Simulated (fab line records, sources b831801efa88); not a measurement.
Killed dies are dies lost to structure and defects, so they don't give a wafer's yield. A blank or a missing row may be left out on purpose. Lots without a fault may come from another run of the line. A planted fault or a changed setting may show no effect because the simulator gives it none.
A struck lot beside a sound one | flow sfq_line | 24 steps out of a route of 325
Sound: wafers L392.3, L392.4, L392.6. Struck: wafers L389.2, L389.3, L389.6. The cause comes at the end.
At each step with rows: each side's tool, then ch and its chambers, then its first start. Under that, the readings that differ: sound wafers | struck wafers | difference of the means | sigmas: that difference in standard deviations of wafers without a fault.
alike: readings whose means differ by less than 2 such deviations, and words and numbers that are the same on both sides. not compared: withheld readings, readings that some wafer has no value for, bounds like >300 that may hide the same value, and numbers for which the record gives no deviation and whose values overlap.
The two part at a step that has a row with sigmas, a row that says differs or no value, or rows on one side only. Numbers that don't overlap but have no deviation are shown without sigmas and don't part them. A reading that every wafer of one side lacks parts them only if that side has two wafers or more.

first, 6 steps without rows for these wafers: SFQ_TRILAYER_I2_VIA_LITHO_COAT_072 (resist thk 62 nm); SFQ_TRILAYER_I2_VIA_LITHO_COAT_067 (resist thk 650 nm); SFQ_TRILAYER_I2_VIA_LITHO_SOFTBAKE_071; SFQ_TRILAYER_I2_VIA_LITHO_EXPOSE_068 (exposes mask I2, target cd 500 nm); SFQ_TRILAYER_I2_VIA_LITHO_PEB_070 (peb time 60 s); SFQ_TRILAYER_I2_VIA_LITHO_DEVELOP_069 (time 60 s).
SFQ_I2_OVL_MEAS_918:
  sound on overlay-01, day 28 02:38; struck on overlay-01, day 26 23:29
  alike: I2_OVL
SFQ_TRILAYER_I2_VIA_BARC_OPEN_VIA_ETCH_096: etches BARC in O2, target depth 125 nm, time 41.7 s.
  sound on rie_diel-01 ch 0,2,3, day 28 02:40; struck on rie_diel-01 ch 0,1,2, day 26 23:31
  alike: drypump_motor_current_A, oes_product_au
  not compared: rf_hours_counter_h
SFQ_TRILAYER_I2_VIA_ETCH_VIA_ETCH_070: etches SiO2 in CHF3, stops on Nb, target depth 260 nm.
  sound on rie_diel-01 ch 0,2,3, day 28 02:42; struck on rie_diel-01 ch 0,1,2, day 26 23:33
  alike: drypump_motor_current_A, oes_product_au
SFQ_TRILAYER_I2_VIA_STRIP_STRIP_071: strips in O2.
  sound on rie_metal-02 ch 0,1, day 28 03:01; struck on rie_metal-04 ch 0,1, day 26 23:40
  reading                     | sound       | struck      | difference | sigmas
  drypump_motor_current_A (A) | 5.7 5.9 5.7 | 5.1 4.8 5.1 | -0.8       | -2
  alike: oes_product_au
  not compared: rf_hours_counter_h
then, 2 steps without rows for these wafers: SFQ_TRILAYER_I2_VIA_STRIP_SOLV_CLEAN_072 (cleans in NMP, time 600 s); SFQ_TRILAYER_M3_DEP_PRE_CLEAN_074 (time 22.5 s).
SFQ_TRILAYER_M3_DEP_SPUTTER_073: material Nb, target thk 200 nm, time 133.3 s.
  sound on pvd_sputter-04, day 28 03:37; struck on pvd_sputter-04, day 27 00:43
  alike: base_pressure_pa, resputter_cathode_voltage_v, throttle_valve_pct
SFQ_M3_RS_MEAS_919: measures by four-point-probe.
  sound on film_metro-02, day 28 03:45; struck on film_metro-01, day 27 00:50
  reading           | sound             | struck            | difference | sigmas
  M3_NB_RS (ohm/sq) | 0.883 0.881 0.879 | 0.441 0.440 0.441 | -0.440     | -37
then, 6 steps without rows for these wafers: SFQ_TRILAYER_M3_LITHO_COAT_080 (resist thk 62 nm); SFQ_TRILAYER_M3_LITHO_COAT_075 (resist thk 600 nm); SFQ_TRILAYER_M3_LITHO_SOFTBAKE_079; SFQ_TRILAYER_M3_LITHO_EXPOSE_076 (exposes mask M3, target cd 500 nm); SFQ_TRILAYER_M3_LITHO_PEB_078 (peb time 60 s); SFQ_TRILAYER_M3_LITHO_DEVELOP_077 (time 60 s).
-- the record jumps here: 4 days lie between the struck wafers' starts before and after --
SFQ_M3_OVL_MEAS_921:
  sound on overlay-01, day 32 02:11; struck on overlay-01, day 31 02:11
  alike: M3_OVL
SFQ_TRILAYER_M3_BARC_OPEN_METAL_ETCH_100: etches BARC in O2, target depth 125 nm, time 41.7 s.
  sound on rie_metal-03 ch 0,1, day 32 02:14; struck on rie_metal-04 ch 0,1, day 31 02:13
  reading                     | sound          | struck         | difference | sigmas
  drypump_motor_current_A (A) | 5.30 5.40 5.32 | 4.85 5.07 4.85 | -0.42      | -2
  alike: oes_product_au
  not compared: rf_hours_counter_h
SFQ_TRILAYER_M3_ETCH_METAL_ETCH_078: etches Nb in Cl2/Ar, stops on SiO2, target depth 240 nm, time 120 s.
  sound on rie_metal-03 ch 0,1, day 32 02:19; struck on rie_metal-04 ch 0,1, day 31 02:16
  reading                        | sound             | struck            | difference | sigmas
  drypump_motor_current_A (A)    | 5.30 5.40 5.29    | 4.86 5.06 4.86    | -0.40      | -3
  oes_product_au (a.u.)          | 0.896 0.898 0.905 | 1.010 1.005 1.009 | +0.108     | +12
  model.M3.feature_depth_nm (nm) | 200.9 201.4 202.2 | 243.9 241.8 243.1 | +41.4      |
  model.etch.depth_nm (nm)       | 200.9 201.4 202.2 | 243.9 241.8 243.1 | +41.4      |
  not compared: rf_hours_counter_h
SFQ_TRILAYER_M3_STRIP_STRIP_079: strips in O2.
  sound on rie_metal-03 ch 0,1, day 32 02:35; struck on rie_metal-04 ch 0,1, day 31 02:23
  reading                     | sound          | struck         | difference | sigmas
  drypump_motor_current_A (A) | 5.30 5.40 5.30 | 4.89 5.06 4.86 | -0.40      | -2
  alike: oes_product_au
  not compared: rf_hours_counter_h

WHERE THEY PART
First at SFQ_TRILAYER_I2_VIA_STRIP_STRIP_071; last, within this record, at SFQ_TRILAYER_M3_STRIP_STRIP_079.

WHY: what the simulator had put in
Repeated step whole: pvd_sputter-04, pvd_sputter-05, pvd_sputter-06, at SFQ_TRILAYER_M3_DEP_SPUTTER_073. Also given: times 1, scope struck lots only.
